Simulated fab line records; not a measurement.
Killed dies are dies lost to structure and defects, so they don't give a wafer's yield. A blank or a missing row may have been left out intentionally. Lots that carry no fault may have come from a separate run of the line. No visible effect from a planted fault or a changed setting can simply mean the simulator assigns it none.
2 desks, one fault | flow gf180mcu | each desk holds nothing but its own numbers, with what lay behind them at the end

== FROM THE METROLOGY DESK ==
Lot by lot, what the gauges showed, no matter which tool ran the lot: averages of those sampled wafers that carry a number. Marked OUT: a lot whose mean sits more than 4 standard deviations from the usual mean, which makes it out of limits; the brackets give that distance.
Columns: A = M5_OVL at GF_M5_OVL_MEAS_08, usual 1 nm; B = V5_CVD_02_THK at GF_V5_THK_MEAS_03, usual 1451 nm; C = cd nm at GF_TOP_METAL_CD_MEAS_14, usual 440.4 nm
lot  | first seen here | A  | B    | C
L878 | day 27 00:14    | -3 | 1461 | 440.8
L879 | day 27 06:02    | 4  | 1456 | 442.2
L880 | day 27 15:10    | 0  | 1463 | 443.0
L882 | day 28 10:27    | 6  | 1450 | 439.7
L883 | day 28 17:41    | 4  | 1438 | 442.3
L884 | day 28 21:19    | 12 | 1444 | 438.2
L885 | day 29 00:35    | 1  | 1449 | 439.1
L886 | day 29 14:35    | 2  | 1443 | 439.2
L887 | day 29 17:47    | 9  | 1452 | 441.2
L891 | day 31 07:21    | -1 | 1437 | 436.6
L898 | day 32 15:33    | -7 | 1445 | 466.8 (+11) OUT
L899 | day 32 20:02    | 1  | 1451 | 462.1 (+9.1) OUT
This desk finds L898, L899 out of limits, L898 being first, at day 34 01:43 (cd nm at GF_TOP_METAL_CD_MEAS_14). In limits: L878, L879, L880, L882, L883, L884, L885, L886, L887, L891.

== AT THE TOOL OWNER'S DESK: litho track-02 ==
The tool's own readings at GF_TOP_METAL_COAT_09 (resist thk 1500 nm): means of the sampled wafers that have a number, for each lot that ran on this tool. Marked OUT: a lot whose mean sits more than 4 standard deviations from the usual mean, which makes it out of limits; the brackets give that distance.
Columns: A = spin speed rpm at GF_TOP_METAL_COAT_09, usual 3000.2 rpm
lot  | first seen here | A
L878 | day 28 09:04    | 3000.9
L879 | day 28 15:16    | 2999.4
L880 | day 28 23:13    | 3002.2
L882 | day 29 17:13    | 3002.0
L883 | day 30 00:46    | 3001.6
L885 | day 30 08:28    | 3000.0
L886 | day 30 20:10    | 3001.0
L891 | day 32 11:28    | 3001.1
L898 | day 33 18:22    | 3001.4
L899 | day 33 21:46    | 3000.5
This desk's finding: nothing out of limits on any of the 10 lots.

== BROUGHT TOGETHER ==
At day 34 01:43 the metrology desk could have sounded an alarm, on L898, L899.
The tool owner's desk saw nothing out of limits.
On record at the tool owner's desk: L898, L899, within its limits.
All the named lots went through GF_TOP_METAL_COAT_09 on litho track-02.

== WHAT THE SIMULATOR HAD PUT IN ==
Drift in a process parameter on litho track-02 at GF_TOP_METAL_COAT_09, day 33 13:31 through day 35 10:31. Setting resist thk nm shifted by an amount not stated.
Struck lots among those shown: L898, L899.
Time in hours between the start of the fault and the first out-of-limits reading at each desk: metrology desk, 12.
